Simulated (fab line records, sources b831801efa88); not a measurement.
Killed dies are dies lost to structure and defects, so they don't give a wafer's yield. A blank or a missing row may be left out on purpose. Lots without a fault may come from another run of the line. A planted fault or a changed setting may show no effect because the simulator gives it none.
A struck lot beside a sound one | flow sky130 | 15 steps out of a route of 708
Sound: wafers L786.1, L786.4, L786.6. Struck: wafers L795.1, L795.2, L795.4. The cause comes at the end.
At each step with rows: each side's tool, then ch and its chambers, then its first start. Under that, the readings that differ: sound wafers | struck wafers | difference of the means | sigmas: that difference in standard deviations of wafers without a fault.
alike: readings whose means differ by less than 2 such deviations, and words and numbers that are the same on both sides. not compared: withheld readings, readings that some wafer has no value for, bounds like >300 that may hide the same value, and numbers for which the record gives no deviation and whose values overlap.
The two part at a step that has a row with sigmas, a row that says differs or no value, or rows on one side only. Numbers that don't overlap but have no deviation are shown without sigmas and don't part them. A reading that every wafer of one side lacks parts them only if that side has two wafers or more.

first, 1 step without rows for these wafers: SKY_SD_P_DEVELOP_06 (develop time 60 s).
SKY_SD_P_CD_MEAS_07: target cd 380 nm.
  sound on cd_sem-02, day 27 22:16; struck on cd_sem-02, day 30 08:20
  alike: cd_nm
SKY_SD_P_OVL_MEAS_08:
  sound on overlay-01, day 27 22:23; struck on overlay-02, day 30 08:27
  alike: SD_P_OVL
then, 1 step without rows for these wafers: SKY_SD_P_IMPLANT_09.
SKY_SD_P_STRIP_10: strips in O2/N2.
  sound on plasma_asher-03 ch 0,1, day 27 22:34; struck on plasma_asher-02 ch 0,1, day 30 08:38
  alike: drypump_motor_current_A, oes_product_au, strip_time_to_endpoint_s
  not compared: rf_hours_counter_h
SKY_SD_P_TW_MEAS_11:
  sound on film_metro-01, day 27 22:40; struck on film_metro-02, day 30 08:44
  reading | sound          | struck         | difference | sigmas
  SD_P_TW | 2780 2779 2770 | 2847 2843 2834 | +65        | +2
then, 6 steps without rows for these wafers: SKY_RES_XHIGH_DEHYDRATE_00 (time 60 s); SKY_RES_XHIGH_HMDS_01 (prime time 60 s); SKY_RES_XHIGH_COAT_02 (resist thk 1140 nm); SKY_RES_XHIGH_SOFTBAKE_03 (time 60 s); SKY_RES_XHIGH_EXPOSE_04 (exposes mask URPM, target cd 1270 nm); SKY_RES_XHIGH_PEB_05.
SKY_RES_XHIGH_DEVELOP_06: develop time 60 s.
  sound on litho_track-02 ch 0, day 29 02:22; struck on litho_track-04 ch 0, day 31 13:01
  reading              | sound             | struck            | difference | sigmas
  developer_temp_C (C) | 22.92 23.08 22.80 | 23.98 24.07 23.96 | +1.07      | +11
  alike: chill_plate_temp_C
then, 1 step without rows for these wafers: SKY_RES_XHIGH_IMPLANT_07.
SKY_PAD_OPEN_PROBE_99:
  the record has rows for the sound wafers here (prober-01, day 47 10:12) and none for the struck ones

WHERE THEY PART
First at SKY_SD_P_TW_MEAS_11; last, within this record, at SKY_PAD_OPEN_PROBE_99.

WHY: what the simulator had put in
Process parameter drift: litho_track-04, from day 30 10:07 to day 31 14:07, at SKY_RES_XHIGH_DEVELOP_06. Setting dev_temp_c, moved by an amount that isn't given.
